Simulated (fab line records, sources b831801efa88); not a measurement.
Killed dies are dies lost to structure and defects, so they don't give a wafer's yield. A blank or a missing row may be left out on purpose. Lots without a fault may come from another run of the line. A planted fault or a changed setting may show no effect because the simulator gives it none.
One fault seen from 2 desks | flow sky130 | each desk has only its own numbers; what lay behind them comes last

THE METROLOGY DESK
What the gauges read, lot by lot, whatever tool the lot ran on: means of the sampled wafers that have a number. A lot is out of limits, marked OUT, if its mean lies more than 4 standard deviations from the usual mean; the brackets give that distance.
Columns: A = VIA3_OVL at SKY_VIA3_OVL_MEAS_13, usual 1 nm
lot  | first seen here | A
L593 | day 40 03:45    | 4
L595 | day 40 16:39    | 3
L594 | day 40 22:16    | -2
L596 | day 41 01:35    | 4
L598 | day 41 13:09    | -2
L599 | day 41 15:44    | 7
L600 | day 41 18:40    | 6
L602 | day 42 10:05    | -0
L608 | day 43 20:45    | 6
L613 | day 45 10:28    | 0
L614 | day 45 11:23    | -1
L615 | day 45 17:11    | 7
This desk's finding: nothing out of limits on any of the 12 lots.

THE TOOL OWNER'S DESK: litho_track-04
The tool's own readings at SKY_VIA3_DEVELOP_11 (develop time 60 s): means of the sampled wafers that have a number, for each lot that ran on this tool. A lot is out of limits, marked OUT, if its mean lies more than 4 standard deviations from the usual mean; the brackets give that distance.
Columns: A = chill_plate_temp_C at SKY_VIA3_DEVELOP_11, usual 23.02 C
lot  | first seen here | A
L594 | day 40 21:00    | 22.99
L596 | day 41 01:00    | 22.93
L613 | day 45 10:00    | 23.05
L615 | day 45 16:00    | 23.07
This desk's finding: nothing out of limits on any of the 4 lots.

PUT TOGETHER
The metrology desk saw nothing out of limits.
The tool owner's desk saw nothing out of limits.

WHAT THE SIMULATOR HAD PUT IN
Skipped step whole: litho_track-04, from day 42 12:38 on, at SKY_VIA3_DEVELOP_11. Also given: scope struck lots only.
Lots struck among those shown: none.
